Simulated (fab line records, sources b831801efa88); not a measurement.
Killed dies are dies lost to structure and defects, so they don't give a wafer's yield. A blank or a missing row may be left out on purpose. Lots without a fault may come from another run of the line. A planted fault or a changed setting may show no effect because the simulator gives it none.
fab line records | flow sfq_line
record lots=14 wafers=42 last_day=83
route steps=325 shown M1@71 M3@119 I4@165 R5@226
lots that met no fault: from a run of the same line without faults
start_h: hours from the record's first day to the start of the lot's first wafer shown | wait_h: hours since the lot's step before | " the same as in the row above | L1.1+2: a row that stands for several wafers | - no value, or no start given | * or withheld: withheld | < > ~ a bound
route shown NAME@n: a module of which the file shows steps, and the number in the route of the first | usual: mean/standard deviation of fault-free wafers | same: alike in all rows | chamber/n: place in a boat | sites: the reading at each site | _std_site: their standard deviation | _edge_site: outer sites' mean less inner sites' | radius_mm: how far each site lies from the wafer's centre | mask NAME#n: copy n | behind: the tool/chamber that last shaped the wafer | hold: why the lot was held/for how many hours/how that ended | device: the transistor (n, p or np) that didn't switch | end of line: the same wafers' tests at the end of the route | a step without rows: its recipe alone | killed: dies lost to structure and defects at the first sort, not the wafer's yield | map: a wafer's dies, x killed, . not, _ none there
set.NAME: the setting as run; set.NAME@STEP: as run at that earlier step | model.NAME: the simulator's own value behind a step, which no gauge read
steps of the route over a sample of lots; a table a step, a row a wafer
services: from which hour (start_h, from the record's first day; less than 0 if before it) a tool's chamber was out of use, for how many hours, and why
## steps
# step SFQ_TRILAYER_M1_STRIP_STRIP_043
# recipe gas=O2 power_w=200 platen_temp_c=40 overash_fraction=0.65 chemistry=O2 pressure_mtorr=50
# usual drypump_motor_current_A=5.50/0.3 oes_product_au=1.001/0.013
# columns lot.wafer tool chamber start_h wait_h drypump_motor_current_A oes_product_au rf_hours_counter_h
L136.1 rie_metal-03 0 505.55 0.1 5.01 1.005 39
L136.4 " 0 " " 5.00 1.006 -
L136.6 " 0 " " 5.01 1.010 -
L137.1 rie_metal-04 0 544.08 0.1 5.47 0.998 52
L137.5 " 1 " " 5.20 1.026 -
L137.6 " 0 " " 5.49 1.004 -
L141.1 rie_metal-02 1 589.28 0.1 5.88 0.985 78
L141.2 " 0 " " 5.66 0.991 63
L141.6 " 0 " " 5.65 0.978 -
L146.2 rie_metal-03 1 635.00 0.1 5.68 0.994 51
L146.5 " 1 " " 5.68 0.996 -
L146.6 " 0 " " 5.01 1.024 -
L148.1 rie_metal-04 1 654.20 0.1 5.19 1.018 83
L148.5 " 1 " " 5.20 1.017 -
L148.6 " 0 " " 5.52 1.002 -
L149.1 rie_metal-04 0 662.60 0.1 5.53 1.000 71
L149.2 " 1 " " 5.19 1.008 84
L149.5 " 0 " " 5.49 1.005 -
L150.3 rie_metal-03 1 680.80 0.2 5.68 0.992 -
L150.4 " 0 " " 5.00 1.015 -
L150.6 " 0 " " 5.02 1.021 -
L153.1 rie_metal-04 0 730.05 0.1 5.51 1.004 80
L153.2 " 1 " " 5.21 1.021 93
L153.5 " 0 " " 5.50 1.012 -
L154.1 rie_metal-03 0 739.65 0.1 5.01 1.012 75
L154.5 " 1 " " 5.67 0.986 -
L154.6 " 0 " " 5.01 1.007 -
L155.1 rie_metal-02 0 755.37 0.1 5.64 1.002 88
L155.4 " 0 " " 5.64 0.991 -
L155.6 " 0 " " 5.64 1.001 -
L156.1 rie_metal-02 0 760.17 0.1 5.62 1.009 89
L156.3 " 1 " " 5.89 0.989 -
L156.5 " 0 " " 5.63 1.001 -
L157.3 rie_metal-02 1 769.97 0.2 5.88 0.992 -
L157.4 " 0 " " 5.65 0.995 -
L157.5 " 0 " " 5.65 0.990 -
L158.2 rie_metal-02 1 774.57 0.1 5.88 0.992 107
L158.4 " 0 " " 5.63 0.996 -
L158.6 " 1 " " 5.88 0.973 -
L159.1 rie_metal-04 1 780.57 0.1 5.18 1.029 102
L159.3 " 1 " " 5.20 1.019 -
L159.5 " 0 " " 5.53 1.007 -
# step SFQ_TRILAYER_M3_DEP_SPUTTER_073
# recipe material=Nb base_pressure_pa=1.33e-06 chamber_pressure_pa=0.1333 substrate_temp_c=20 resputter_cathode_voltage_v=400 target_thk_nm=200 power_w=2000 time_s=133.3
# usual throttle_valve_pct=29.7/1.3
# columns lot.wafer tool chamber start_h wait_h throttle_valve_pct
L136.1 pvd_sputter-03 - 680.03 0.0 28.8
L136.4 " - " " 28.6
L136.6 " - " " 28.5
L137.1 pvd_sputter-04 - 733.25 0.0 30.5
L137.5 " - " " 28.3
L137.6 " - " " 31.2
L141.1 pvd_sputter-03 - 904.51 0.0 29.0
L141.2 " - " " 28.3
L141.6 " - " " 28.4
L146.2 pvd_sputter-06 - 950.84 0.0 30.6
L146.5 " - " " 29.2
L146.6 " - " " 30.9
L148.1 pvd_sputter-06 - 972.37 0.0 29.1
L148.5 " - " " 30.7
L148.6 " - " " 30.7
L149.1 pvd_sputter-04 - 978.37 0.0 27.9
L149.2 " - " " 27.4
L149.5 " - " " 31.2
L150.3 pvd_sputter-04 - 993.97 0.0 27.1
L150.4 " - " " 31.7
L150.6 " - " " 31.4
L153.1 pvd_sputter-04 - 1044.38 0.0 28.1
L153.2 " - " " 27.5
L153.5 " - " " 28.0
L154.1 pvd_sputter-03 - 1058.86 0.0 28.9
L154.5 " - " " 31.7
L154.6 " - " " 28.8
L155.1 pvd_sputter-06 - 1083.97 0.0 30.3
L155.4 " - " " 29.3
L155.6 " - " " 30.8
L156.1 pvd_sputter-04 - 1088.77 0.0 28.0
L156.3 " - " " 31.3
L156.5 " - " " 28.0
L157.3 pvd_sputter-06 - 1092.97 0.0 30.9
L157.4 " - " " 29.0
L157.5 " - " " 30.9
L158.2 pvd_sputter-03 - 1094.77 0.0 30.0
L158.4 " - " " 28.1
L158.6 " - " " 28.8
L159.1 pvd_sputter-04 - 1096.57 0.0 31.3
L159.3 " - " " 28.2
L159.5 " - " " 30.7
# step SFQ_M3_RS_MEAS_919
# recipe thk_meas_gauge=four-point-probe reads=Nb_of_TRILAYER_M3_DEP_SPUTTER_073
# usual M3_NB_RS=0.888/0.011
# columns lot.wafer tool chamber start_h wait_h hold M3_NB_RS[ohm/sq]
L136.1 film_metro-03 - 680.12 0.0 - 0.899
L136.4 " - " " - 0.901
L136.6 " - " " - 0.899
L137.1 film_metro-04 - 733.34 0.0 - 0.892
L137.5 " - " " - 0.872
L137.6 " - " " - 0.883
L141.1 film_metro-04 - 904.60 0.0 - 0.888
L141.2 " - " " - 0.881
L141.6 " - " " - 0.887
L146.2 film_metro-03 - 950.95 0.1 await_dispo/0.2h/release 0.660
L146.5 " - " " await_dispo/0.2h/release 0.885
L146.6 " - " " await_dispo/0.2h/release 0.660
L146.2 film_metro-03 - 951.23 0.3 - 0.662
L146.5 " - " " - 0.885
L146.6 " - " " - 0.660
L148.1 film_metro-02 - 972.46 0.0 await_dispo/0.2h/release 0.908
L148.5 " - " " await_dispo/0.2h/release 0.875
L148.6 " - " " await_dispo/0.2h/release 0.661
L148.1 film_metro-02 - 972.74 0.3 - 0.905
L148.5 " - " " - 0.875
L148.6 " - " " - 0.661
L149.1 film_metro-02 - 978.46 0.0 - 0.875
L149.2 " - " " - 0.877
L149.5 " - " " - 0.883
L150.3 film_metro-02 - 994.10 0.1 - 0.878
L150.4 " - " " - 0.875
L150.6 " - " " - 0.883
L153.1 film_metro-02 - 1044.47 0.0 - 0.874
L153.2 " - " " - 0.880
L153.5 " - " " - 0.879
L154.1 film_metro-02 - 1058.95 0.0 - 0.881
L154.5 " - " " - 0.884
L154.6 " - " " - 0.880
L155.1 film_metro-02 - 1084.06 0.0 - 0.888
L155.4 " - " " - 0.903
L155.6 " - " " - 0.895
L156.1 film_metro-02 - 1088.86 0.0 - 0.881
L156.3 " - " " - 0.877
L156.5 " - " " - 0.876
L157.3 film_metro-03 - 1093.10 0.1 - 0.898
L157.4 " - " " - 0.901
L157.5 " - " " - 0.896
L158.2 film_metro-04 - 1094.88 0.1 - 0.880
L158.4 " - " " - 0.887
L158.6 " - " " - 0.888
L159.1 film_metro-03 - 1096.66 0.0 - 0.874
L159.3 " - " " - 0.869
L159.5 " - " " - 0.884
# step SFQ_TRILAYER_M3_ETCH_METAL_ETCH_078
# recipe target=Nb stop_on=SiO2 mask_material=PR chemistry=Cl2/Ar target_depth_nm=240 icp_w=600 bias_w=80 pressure_mtorr=10 time_s=120
# usual drypump_motor_current_A=5.58/0.29 oes_product_au=0.895/0.0078
# columns lot.wafer tool chamber start_h wait_h drypump_motor_current_A oes_product_au rf_hours_counter_h
L136.1 rie_metal-03 0 836.77 0.0 5.01 0.884 90
L136.4 " 1 " " 5.69 0.887 -
L136.6 " 0 " " 5.02 0.890 -
L137.1 rie_metal-02 1 862.61 0.0 5.89 0.891 122
L137.5 " 0 " " 5.65 0.903 -
L137.6 " 1 " " 5.88 0.896 -
L141.1 rie_metal-02 1 907.13 0.0 5.88 0.899 130
L141.2 " 0 " " 5.62 0.894 114
L141.6 " 1 " " 5.92 0.895 -
L146.2 rie_metal-03 0 963.29 0.0 5.03 1.010 105
L146.5 " 0 " " 4.99 0.889 -
L146.6 " 1 " " 5.67 0.986 -
L149.1 rie_metal-04 1 980.98 0.0 5.17 0.914 134
L149.2 " 0 " " 5.48 0.899 119
L149.5 " 1 " " 5.19 0.901 -
L148.1 rie_metal-02 1 982.27 0.0 5.88 0.875 138
L148.5 " 0 " " 5.63 0.907 -
L148.6 " 1 " " 5.89 0.997 -
L150.3 rie_metal-02 0 996.73 0.1 5.64 0.894 -
L150.4 " 0 " " 5.61 0.909 -
L150.6 " 0 " " 5.63 0.899 -
L153.1 rie_metal-02 0 1047.92 0.0 5.63 0.903 134
L153.2 " 1 " " 5.88 0.895 5
L153.5 " 1 " " 5.90 0.894 -
L154.1 rie_metal-04 1 1197.13 0.0 5.21 0.900 14
L154.5 " 0 " " 5.53 0.897 -
L154.6 " 1 " " 5.21 0.899 -
L155.1 rie_metal-02 1 1223.57 0.0 5.89 0.895 28
L155.4 " 0 " " 5.66 0.888 -
L155.6 " 1 " " 5.90 0.894 -
L156.1 rie_metal-03 0 1227.17 0.0 5.01 0.892 5
L156.3 " 1 " " 5.66 0.908 -
L156.5 " 0 " " 5.00 0.897 -
L157.3 rie_metal-02 0 1230.81 0.1 5.64 0.889 -
L157.4 " 1 " " 5.90 0.895 -
L157.5 " 0 " " 5.65 0.898 -
L158.2 rie_metal-02 0 1233.17 0.0 5.64 0.896 13
L158.4 " 0 " " 5.64 0.893 -
L158.6 " 1 " " 5.90 0.902 -
L159.1 rie_metal-04 1 1235.57 0.0 5.16 0.911 21
L159.3 " 0 " " 5.49 0.914 -
L159.5 " 1 " " 5.18 0.898 -
# step SFQ_I4_BOW_MEAS_927
# recipe mode=bow
# usual I4_BOW=6/11
# columns lot.wafer tool chamber start_h wait_h I4_BOW[um]
L136.1 film_metro-03 - 1123.11 1.5 4
L136.4 " - " " -2
L136.6 " - " " -2
L137.1 film_metro-04 - 1161.11 2.0 16
L137.5 " - " " 22
L137.6 " - " " 11
L141.1 film_metro-04 - 1216.15 1.5 15
L141.2 " - " " 11
L141.6 " - " " 14
L146.2 film_metro-04 - 1254.24 2.0 7
L146.5 " - " " 10
L146.6 " - " " 8
L148.1 film_metro-01 - 1270.42 1.0 3
L148.5 " - " " -10
L148.6 " - " " -10
L149.1 film_metro-04 - 1283.02 1.5 24
L149.2 " - " " 5
L149.5 " - " " 4
L150.3 film_metro-04 - 1289.06 1.5 26
L150.4 " - " " 22
L150.6 " - " " 9
L153.1 film_metro-03 - 1316.02 2.0 -4
L153.2 " - " " -9
L153.5 " - " " 16
L154.1 film_metro-03 - 1363.42 1.0 9
L154.5 " - " " -4
L154.6 " - " " 7
L155.1 film_metro-03 - 1385.20 1.0 25
L155.4 " - " " 30
L155.6 " - " " 16
L156.1 film_metro-01 - 1391.20 2.5 2
L156.3 " - " " 7
L156.5 " - " " 7
L157.3 film_metro-04 - 1394.43 1.5 -14
L157.4 " - " " 0
L157.5 " - " " 3
L158.2 film_metro-01 - 1397.41 2.5 4
L158.4 " - " " -7
L158.6 " - " " -10
L159.1 film_metro-04 - 1403.20 2.0 10
L159.3 " - " " 11
L159.5 " - " " 6
# step SFQ_TRILAYER_R5_STRIP_STRIP_140
# recipe gas=O2 power_w=200 platen_temp_c=40 overash_fraction=0.65 chemistry=O2 pressure_mtorr=50
# usual drypump_motor_current_A=5.71/0.29 oes_product_au=0.989/0.012
# columns lot.wafer tool chamber start_h wait_h drypump_motor_current_A oes_product_au rf_hours_counter_h
L136.1 rie_metal-02 1 1340.74 0.0 5.90 0.986 51
L136.4 " 1 " " 5.92 0.999 -
L136.6 " 0 " " 5.65 0.990 -
L137.1 rie_metal-04 0 1345.54 0.0 5.52 0.985 30
L137.5 " 1 " " 5.20 1.007 -
L137.6 " 0 " " 5.51 0.985 -
L141.1 rie_metal-02 1 1357.54 0.0 5.88 0.988 54
L141.2 " 0 " " 5.64 0.994 36
L141.6 " 1 " " 5.88 0.986 -
L146.2 rie_metal-01 1 1482.00 0.0 6.07 0.966 36
L146.5 " 0 " " 5.36 0.971 -
L146.6 " 1 " " 6.09 0.975 -
L148.1 rie_metal-01 0 1515.11 0.0 5.34 0.986 126
L148.5 " 1 " " 6.10 0.991 -
L148.6 " 0 " " 5.34 0.975 -
L149.1 rie_metal-02 1 1518.71 0.0 5.88 1.000 78
L149.2 " 0 " " 5.65 0.987 62
L149.5 " 0 " " 5.64 1.004 -
L150.3 rie_metal-02 0 1521.38 0.2 5.64 1.001 -
L150.4 " 1 " " 5.89 1.005 -
L150.6 " 1 " " 5.88 1.000 -
L153.1 rie_metal-01 1 1545.30 0.1 6.09 0.990 44
L153.2 " 1 " " 6.09 0.984 -
L153.5 " 1 " " 6.10 0.978 -
L154.1 rie_metal-01 0 1661.45 0.0 5.36 0.976 12
L154.5 " 0 " " 5.34 0.980 -
L154.6 " 1 " " 6.08 0.989 -
L155.1 rie_metal-01 1 1664.59 0.0 6.09 0.992 63
L155.4 " 1 " " 6.11 0.991 -
L155.6 " 1 " " 6.07 0.992 -
L156.1 rie_metal-02 1 1674.23 0.0 5.90 0.986 102
L156.3 " 0 " " 5.63 1.015 -
L156.5 " 0 " " 5.63 1.002 -
L157.3 rie_metal-04 1 1682.83 0.2 5.17 1.007 -
L157.4 " 0 " " 5.51 0.987 -
L157.5 " 1 " " 5.18 1.013 -
L158.2 rie_metal-04 1 1692.18 0.0 5.20 1.016 95
L158.4 " 1 " " 5.19 1.015 -
L158.6 " 1 " " 5.19 1.005 -
L159.1 rie_metal-02 1 1699.84 0.0 5.88 0.985 104
L159.3 " 1 " " 5.88 0.977 -
L159.5 " 0 " " 5.64 0.992 -
## services
# columns tool chamber start_h hours kind
rie_metal-04 - 494.38 1.7 repair
rie_metal-02 - 526.85 2.8 pm
rie_metal-02 - 578.29 0.3 repair
rie_metal-03 - 657.69 0.5 repair
rie_metal-03 1 665.90 9.0 repair
rie_metal-03 - 771.94 0.1 repair
rie_metal-04 0 813.21 3.3 repair
rie_metal-04 - 832.00 0.2 repair
rie_metal-03 - 837.71 2.8 pm
rie_metal-04 - 858.27 1.4 pm
rie_metal-02 0 928.80 2.4 repair
rie_metal-04 - 941.73 2.8 pm
rie_metal-04 0 996.50 8.0 repair
rie_metal-04 - 1043.01 0.2 repair
rie_metal-04 - 1128.82 2.3 repair
rie_metal-04 0 1135.86 15.9 repair
rie_metal-02 1 1166.96 2.4 repair
rie_metal-02 0 1245.67 2.5 repair
rie_metal-02 - 1324.52 1.4 pm
rie_metal-02 0 1361.30 8.1 repair
rie_metal-02 1 1487.13 19.3 repair
rie_metal-04 1 1552.43 3.7 repair
rie_metal-04 0 1600.27 8.1 repair
rie_metal-02 - 1626.85 2.8 pm
## key
first_sign step=SFQ_M3_RS_MEAS_919 reading=visit direction=added
effect step=SFQ_M3_RS_MEAS_919 reading=M3_NB_RS direction=down sigmas=20 usual=0.888 struck=0.660
effect step=SFQ_TRILAYER_M3_ETCH_METAL_ETCH_078 reading=oes_product_au direction=up sigmas=13 usual=0.895 struck=0.997
met_at SFQ_TRILAYER_M3_DEP_SPUTTER_073
struck_lots L146,L148
struck_wafers L146.2,L146.6,L148.6
not_acting_at SFQ_TRILAYER_M1_STRIP_STRIP_043,SFQ_I4_BOW_MEAS_927,SFQ_TRILAYER_R5_STRIP_STRIP_140
fault kind=process_parameter_drift tool=pvd_sputter-06 chamber=- onset_h=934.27 steps=SFQ_TRILAYER_M3_DEP_SPUTTER_073 channel=target_thk_nm offset=69.246 shape=step end_h=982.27 acts_in=these_recipes_only stated=200 scope=struck_wafers_only
